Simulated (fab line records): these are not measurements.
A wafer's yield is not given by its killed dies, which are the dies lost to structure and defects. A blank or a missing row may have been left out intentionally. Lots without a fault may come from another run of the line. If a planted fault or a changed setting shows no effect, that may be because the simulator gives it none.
fab line records | flow gf180mcu
[record] lots = 15 wafers = 45 lastDay = 34
route steps=602 shown V4@478
lots that met no fault: taken from a fault-free run of the same line
startH: the number of hours between the record's first day and the start of the first shown wafer of the lot | waitH: time in hours since the lot's previous step | " identical to the entry in the row above | L1.1+2: a single row standing in for several wafers | - either no value or no given start | * or withheld: withheld | < > ~ a bound
route shown NAME@n: names a module that has steps shown in the file, with the first one's number in the route | usual: mean/standard deviation taken from wafers without a fault | same: alike in all rows | chamber/n: place in a boat | sites: the reading at each site | _std_site: how widely they spread, as a standard deviation | _edge_site: the outer-site mean with the inner-site mean subtracted | radiusMm: for every site, how far away it sits from the centre of the wafer | mask NAME#n: copy n | behind: the most recent tool/chamber to have shaped the wafer | hold: the reason the lot was held/the length of the hold in hours/how it ended | device: the transistor (n, p or np) that didn't switch | end of line: the route-end tests of the same wafers | where a step has no rows: the recipe by itself | killed: the dies lost at the first sort to structure and to defects; this is not the yield of the wafer | map: a wafer's dies, marking killed ones x, the rest . and places with no die _
set.NAME: the setting as run; set.NAME@STEP: as run at that earlier step | model.NAME: the simulator's own value behind a step, which no gauge read
one table for each step of the route and one row for each wafer, over a sample of lots
services: a tool's chamber out of use, with start hour (startH, from the record's first day; less than 0 if before it), hours out, and reason
[[steps]]
[step GF_V4_CVD_02]
[recipe] material = SiO2 targetThkNm = 850 precursor = TEOS tempC = 400 timeS = 94.851 rfW = 600
[usual] heaterPowerOuterW = 381/51 heaterPowerW = 654/62
// columns lot.wafer tool chamber startH waitH heaterPowerOuterW heaterPowerW
L505.2 pecvd-02 0 559.88 0.0 446 676
L505.3 " 1 " " 294 592
L505.5 " 2 " " 425 697
L506.1 pecvd-03 2 561.92 0.1 442 737
L506.2 " 1 " " 415 655
L506.4 " 2 " " 463 764
L507.1 pecvd-03 0 577.12 0.1 376 668
L507.3 " 1 " " 454 696
L507.4 " 0 " " 274 549
L510.2 pecvd-02 1 611.77 0.0 365 692
L510.4 " 1 " " 256 554
L510.5 " 0 " " 358 569
L503.1 pecvd-03 2 622.63 0.1 350 649
L503.2 " 0 " " 294 569
L503.6 " 0 " " 340 612
L515.1 pecvd-02 2 656.43 0.1 437 690
L515.4 " 1 " " 362 706
L515.6 " 0 " " 394 607
L516.1 pecvd-02 1 661.25 0.1 328 665
L516.3 " 0 " " 383 610
L516.6 " 1 " " 356 687
L518.1 pecvd-03 2 666.00 0.1 463 771
L518.4 " 1 " " 435 679
L518.5 " 2 " " 343 615
L519.2 pecvd-03 1 673.81 0.0 415 667
L519.3 " 0 " " 357 664
L519.6 " 0 " " 370 688
L517.1 pecvd-01 0 675.33 0.1 422 733
L517.3 " 1 " " 350 594
L517.4 " 2 " " 385 703
L520.1 pecvd-03 0 680.56 0.1 365 677
L520.2 " 2 " " 367 644
L520.3 " 1 " " 370 607
L521.1 pecvd-01 1 689.10 0.1 446 689
L521.3 " 2 " " 329 613
L521.6 " 0 " " 429 738
L523.1 pecvd-03 2 693.78 0.1 439 764
L523.3 " 0 " " 300 564
L523.4 " 2 " " 457 788
L524.2 pecvd-01 2 704.32 0.0 386 696
L524.4 " 2 " " 282 557
L524.5 " 1 " " 449 726
L525.1 pecvd-02 1 714.80 0.1 303 635
L525.2 " 0 " " 341 563
L525.6 " 0 " " 374 595
[step GF_V4_BOW_MEAS_05]
[recipe] mode = bow
[usual] V4_BOW = 134/8.3
// columns lot.wafer tool chamber startH waitH V4_BOW[um]
L505.2 filmMetro-01 - 560.33 0.1 130
L505.3 " - " " 136
L505.5 " - " " 125
L506.1 filmMetro-02 - 562.35 0.2 132
L506.2 " - " " 125
L506.4 " - " " 117
L507.1 filmMetro-01 - 577.54 0.1 125
L507.3 " - " " 126
L507.4 " - " " 128
L510.2 filmMetro-03 - 612.22 0.2 133
L510.4 " - " " 133
L510.5 " - " " 141
L503.1 filmMetro-02 - 623.06 0.2 152
L503.2 " - " " 130
L503.6 " - " " 143
L515.1 filmMetro-01 - 656.86 0.2 127
L515.4 " - " " 121
L515.6 " - " " 131
L516.1 filmMetro-02 - 661.68 0.1 128
L516.3 " - " " 129
L516.6 " - " " 137
L518.1 filmMetro-03 - 666.43 0.1 129
L518.4 " - " " 117
L518.5 " - " " 123
L519.2 filmMetro-02 - 674.30 0.3 136
L519.3 " - " " 134
L519.6 " - " " 139
L517.1 filmMetro-02 - 675.76 0.2 135
L517.3 " - " " 135
L517.4 " - " " 144
L520.1 filmMetro-03 - 680.99 0.2 141
L520.2 " - " " 139
L520.3 " - " " 135
L521.1 filmMetro-02 - 689.53 0.1 135
L521.3 " - " " 131
L521.6 " - " " 129
L523.1 filmMetro-02 - 694.21 0.1 137
L523.3 " - " " 145
L523.4 " - " " 141
L524.2 filmMetro-01 - 704.77 0.1 139
L524.4 " - " " 115
L524.5 " - " " 130
L525.1 filmMetro-02 - 715.23 0.2 148
L525.2 " - " " 155
L525.6 " - " " 153
[step GF_V4_ETCH_16]
[recipe] chemistry = N2/H2 targetDepthA = withheld overetchA = withheld timeS = withheld target = BARC ionEnergyEv = 200 sourceW = 500 biasW = 100 pressureMtorr = 30 n2FlowSccm = 100 h2FlowSccm = 200
[usual] biasW = 100.0/0.3 chamberPressureMTorr = 30.000/0.027 drypumpMotorCurrentA = 5.8/0.44 oesProductAu = 0.854/0.0047 throttleValvePct = 13.223/0.0096
// columns lot.wafer tool chamber startH waitH biasW chamberPressureMTorr drypumpMotorCurrentA oesProductAu throttleValvePct
L505.2 rieDiel-04 0 582.35 0.0 - - - - -
L505.3 " 3 " " - - - - -
L505.5 " 3 " " - - - - -
L506.1 rieDiel-02 1 584.56 0.0 - - - - -
L506.2 " 0 " " - - - - -
L506.4 " 3 " " - - - - -
L507.1 rieDiel-02 2 598.21 0.0 - - - - -
L507.3 " 1 " " - - - - -
L507.4 " 0 " " - - - - -
L510.2 rieDiel-02 1 633.11 0.0 99.3 30.000 6.6 0.859 13.207
L510.4 " 0 " " 100.0 29.992 5.2 0.854 13.235
L510.5 " 3 " " 99.9 29.992 6.0 0.849 13.228
L503.1 rieDiel-04 3 643.16 0.0 100.4 29.978 5.7 0.855 13.223
L503.2 " 2 " " 99.8 29.991 6.1 0.860 13.232
L503.6 " 3 " " 99.7 29.990 5.7 0.850 13.235
L515.1 rieDiel-02 2 675.70 0.0 100.2 29.957 6.4 0.855 13.218
L515.4 " 0 " " 99.7 29.967 5.2 0.851 13.225
L515.6 " 2 " " 100.1 30.059 6.4 0.867 13.221
L516.1 rieDiel-02 0 681.11 0.0 100.4 30.039 5.2 0.854 13.227
L516.3 " 1 " " 99.7 29.996 6.5 0.859 13.211
L516.6 " 3 " " 100.0 30.021 6.0 0.852 13.221
L518.1 rieDiel-04 3 685.61 0.0 99.9 30.026 5.7 0.849 13.222
L518.4 " 2 " " 100.2 29.989 6.1 0.852 13.216
L518.5 " 3 " " 100.0 30.008 5.7 0.864 13.243
L519.2 rieDiel-04 2 692.96 0.0 100.0 29.942 6.1 0.854 13.235
L519.3 " 0 " " 100.2 30.001 6.0 0.856 13.225
L519.6 " 2 " " 100.5 30.019 6.1 0.850 13.233
L517.1 rieDiel-02 2 694.71 0.0 99.9 29.978 6.4 0.855 13.229
L517.3 " 0 " " 99.8 30.002 5.2 0.847 13.200
L517.4 " 3 " " 100.4 30.023 6.0 0.857 13.219
L520.1 rieDiel-03 1 700.20 0.0 100.1 30.034 5.4 0.850 13.227
L520.2 " 0 " " 99.9 30.019 5.7 0.853 13.227
L520.3 " 2 " " 100.2 29.989 5.3 0.852 13.231
L521.1 rieDiel-04 1 708.30 0.0 100.4 29.985 5.7 0.859 13.222
L521.3 " 0 " " 100.2 30.002 6.0 0.862 13.222
L521.6 " 1 " " 100.5 30.039 5.6 0.858 13.219
L523.1 rieDiel-03 2 711.90 0.0 100.2 30.030 5.3 0.859 13.235
L523.3 " 1 " " 99.7 30.008 5.4 0.852 13.224
L523.4 " 3 " " 99.7 30.001 5.2 0.854 13.208
L524.2 rieDiel-04 3 722.50 0.0 100.2 30.007 5.8 0.855 13.233
L524.4 " 0 " " 100.3 30.017 6.0 0.856 13.213
L524.5 " 3 " " 100.3 29.993 5.8 0.854 13.231
L525.1 rieDiel-02 3 732.81 0.0 100.7 30.046 6.0 0.858 13.229
L525.2 " 0 " " 100.2 29.978 5.2 0.861 13.229
L525.6 " 1 " " 100.0 29.990 6.6 0.853 13.225
[step GF_V4_ETCH_17]
[recipe] chemistry = C4F8/O2/Ar maskMaterial = KrF target = SiO2 stopOn = TiN sourceW = 1500 biasW = 1200 pressureMtorr = 40 c4f8FlowSccm = withheld O2_flow_sccm = 6 Ar_flow_sccm = 300 timeS = withheld targetDepthA = 6300
[usual] biasW = 1200/3.6 chamberPressureMTorr = 40.00/0.041 oesProductAu = 0.865/0.0052
// columns lot.wafer tool chamber startH waitH biasW chamberPressureMTorr oesProductAu
L505.2 rieDiel-04 0 - - 1202 39.99 0.374
L505.3 " 3 " " 1205 40.04 0.375
L505.5 " 3 " " 1201 39.97 0.377
L506.1 rieDiel-02 1 - - 1195 39.97 0.382
L506.2 " 0 " " 1196 39.98 0.373
L506.4 " 3 " " 1202 40.02 0.378
L507.1 rieDiel-02 2 - - 1209 39.94 0.370
L507.3 " 1 " " 1197 39.99 0.373
L507.4 " 0 " " 1199 39.95 0.379
L510.2 rieDiel-02 1 - - 1205 39.99 0.860
L510.4 " 0 " " 1203 40.05 0.861
L510.5 " 3 " " 1198 40.00 0.862
L503.1 rieDiel-04 3 - - 1200 40.03 0.861
L503.2 " 2 " " 1198 40.04 0.865
L503.6 " 3 " " 1196 39.99 0.868
L515.1 rieDiel-02 2 - - 1201 39.94 0.863
L515.4 " 0 " " 1198 39.99 0.866
L515.6 " 2 " " 1197 39.94 0.873
L516.1 rieDiel-02 0 - - 1199 40.02 0.860
L516.3 " 1 " " 1197 39.94 0.865
L516.6 " 3 " " 1198 39.91 0.863
L518.1 rieDiel-04 3 - - 1196 39.97 0.875
L518.4 " 2 " " 1202 39.98 0.863
L518.5 " 3 " " 1197 40.02 0.869
L519.2 rieDiel-04 2 - - 1202 39.99 0.862
L519.3 " 0 " " 1198 39.98 0.863
L519.6 " 2 " " 1202 40.05 0.861
L517.1 rieDiel-02 2 - - 1199 40.03 0.867
L517.3 " 0 " " 1195 39.95 0.857
L517.4 " 3 " " 1203 39.96 0.861
L520.1 rieDiel-03 1 - - 1199 40.01 0.864
L520.2 " 0 " " 1207 39.99 0.867
L520.3 " 2 " " 1199 39.96 0.869
L521.1 rieDiel-04 1 - - 1201 39.95 0.870
L521.3 " 0 " " 1203 40.03 0.862
L521.6 " 1 " " 1204 40.01 0.870
L523.1 rieDiel-03 2 - - 1198 40.04 0.867
L523.3 " 1 " " 1196 39.99 0.867
L523.4 " 3 " " 1205 40.00 0.865
L524.2 rieDiel-04 3 - - 1201 40.00 0.867
L524.4 " 0 " " 1208 39.98 0.870
L524.5 " 3 " " 1203 39.95 0.866
L525.1 rieDiel-02 3 - - 1203 40.04 0.861
L525.2 " 0 " " 1201 40.01 0.863
L525.6 " 1 " " 1197 39.99 0.864
[step GF_V4_STRIP_18]
[recipe] chemistry = O2/N2 powerW = 1400 pressureMtorr = 1500 platenTempC = 250 o2FlowSccm = 3000 n2FlowSccm = 300 overashFraction = 0.5
[usual] drypumpMotorCurrentA = 5.6/0.4 heaterPowerW = 334/22 oesProductAu = 0.593/0.0051
// columns lot.wafer tool chamber startH waitH drypumpMotorCurrentA heaterPowerW oesProductAu rfHoursCounterH
L505.2 plasmaAsher-01 1 582.48 - 6.1 349 0.615 81
L505.3 " 1 " " 6.1 357 0.607 -
L505.5 " 0 " " 5.6 341 0.611 -
L506.1 plasmaAsher-01 0 584.69 - 5.6 330 0.618 82
L506.2 " 1 " " 6.1 349 0.608 82
L506.4 " 1 " " 6.1 351 0.615 -
L507.1 plasmaAsher-02 1 598.34 - 6.0 318 0.609 92
L507.3 " 1 " " 6.0 312 0.609 -
L507.4 " 0 " " 5.3 367 0.610 -
L510.2 plasmaAsher-02 0 633.23 - 5.2 376 0.591 95
L510.4 " 0 " " 5.2 364 0.582 -
L510.5 " 1 " " 6.0 318 0.596 -
L503.1 plasmaAsher-02 0 643.28 - 5.3 361 0.583 97
L503.2 " 1 " " 6.0 317 0.595 97
L503.6 " 0 " " 5.3 361 0.601 -
L515.1 plasmaAsher-02 0 675.83 - 5.3 362 0.597 99
L515.4 " 1 " " 5.9 319 0.582 -
L515.6 " 1 " " 5.9 311 0.597 -
L516.1 plasmaAsher-02 1 681.23 - 6.0 321 0.589 100
L516.3 " 0 " " 5.2 365 0.589 -
L516.6 " 1 " " 6.0 310 0.598 -
L518.1 plasmaAsher-02 0 685.74 - 5.2 360 0.597 100
L518.4 " 0 " " 5.2 366 0.594 -
L518.5 " 1 " " 6.0 313 0.586 -
L519.2 plasmaAsher-04 0 693.09 - 5.1 333 0.592 25
L519.3 " 1 " " 6.0 304 0.588 -
L519.6 " 0 " " 5.0 331 0.594 -
L517.1 plasmaAsher-01 1 694.84 - 6.1 351 0.594 91
L517.3 " 0 " " 5.6 338 0.590 -
L517.4 " 1 " " 6.1 343 0.595 -
L520.1 plasmaAsher-01 1 700.33 - 6.1 352 0.597 91
L520.2 " 0 " " 5.6 351 0.588 91
L520.3 " 0 " " 5.6 343 0.592 -
L521.1 plasmaAsher-04 1 708.43 - 6.0 309 0.600 27
L521.3 " 0 " " 5.0 334 0.589 -
L521.6 " 0 " " 5.1 333 0.595 -
L523.1 plasmaAsher-02 1 712.03 - 5.9 311 0.598 103
L523.3 " 1 " " 5.9 319 0.595 -
L523.4 " 0 " " 5.2 365 0.593 -
L524.2 plasmaAsher-01 1 722.63 - 6.1 349 0.602 93
L524.4 " 1 " " 6.1 354 0.598 -
L524.5 " 0 " " 5.6 343 0.603 -
L525.1 plasmaAsher-04 0 732.93 - 5.1 343 0.593 29
L525.2 " 1 " " 6.0 307 0.592 29
L525.6 " 0 " " 5.0 335 0.595 -
[[services]]
// columns tool chamber startH hours kind
plasmaAsher-02 - 538.58 2.8 pm
rieDiel-04 0 543.00 4.0 repair
rieDiel-04 3 544.40 9.1 repair
rieDiel-04 1 546.86 1.6 repair
pecvd-03 - 549.69 3.3 repair
rieDiel-04 3 556.20 1.9 repair
plasmaAsher-02 - 574.57 1.5 repair
pecvd-02 - 575.04 2.5 repair
pecvd-02 - 591.12 14.0 pm
pecvd-02 - 605.12 5.5 pm
plasmaAsher-01 - 612.48 1.2 repair
rieDiel-02 1 620.88 7.3 repair
rieDiel-02 3 634.25 4.2 repair
rieDiel-04 0 638.38 4.0 repair
plasmaAsher-02 - 644.28 15.6 pm
pecvd-03 - 661.42 1.1 repair
pecvd-03 2 670.45 7.9 repair
rieDiel-04 - 682.73 2.8 pm
rieDiel-04 0 686.12 4.8 repair
rieDiel-02 3 698.13 1.3 repair
pecvd-03 1 699.63 12.0 repair
pecvd-03 2 702.20 16.7 repair
rieDiel-04 3 706.39 5.5 repair
pecvd-03 0 707.01 3.7 repair
[[key]]
[firstSign] step = GF_V4_ETCH_16 reading = toolRecord direction = missing
[effect] step = GF_V4_ETCH_17 reading = oesProductAu direction = down sigmas = 94 usual = 0.865 struck = 0.376
[effect] step = GF_V4_STRIP_18 reading = oesProductAu direction = up sigmas = 3.6 usual = 0.593 struck = 0.611
metAt GF_V4_ETCH_16
struckLots L505,L506,L507
laterRowsLeftOut L505.2,L505.3,L505.5,L506.1,L506.2,L506.4,L507.1,L507.3,L507.4
sortLeftOut L505.2,L505.3,L505.5,L506.1,L506.2,L506.4,L507.1,L507.3,L507.4
notActingAt GF_V4_CVD_02,GF_V4_BOW_MEAS_05
[fault] kind = skippedStepWhole tool = rieDiel-02,rieDiel-04 chamber = - onsetH = 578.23 steps = GF_V4_ETCH_16 scope = struckLotsOnly
// sortLeftOut: the simulated sort isn't trusted on such a fault, so these wafers' sort isn't shown, and their yield isn't known
// laterRowsLeftOut: the simulator's readings of these wafers behind a module that went badly wrong aren't trusted and aren't shown, but for the sort
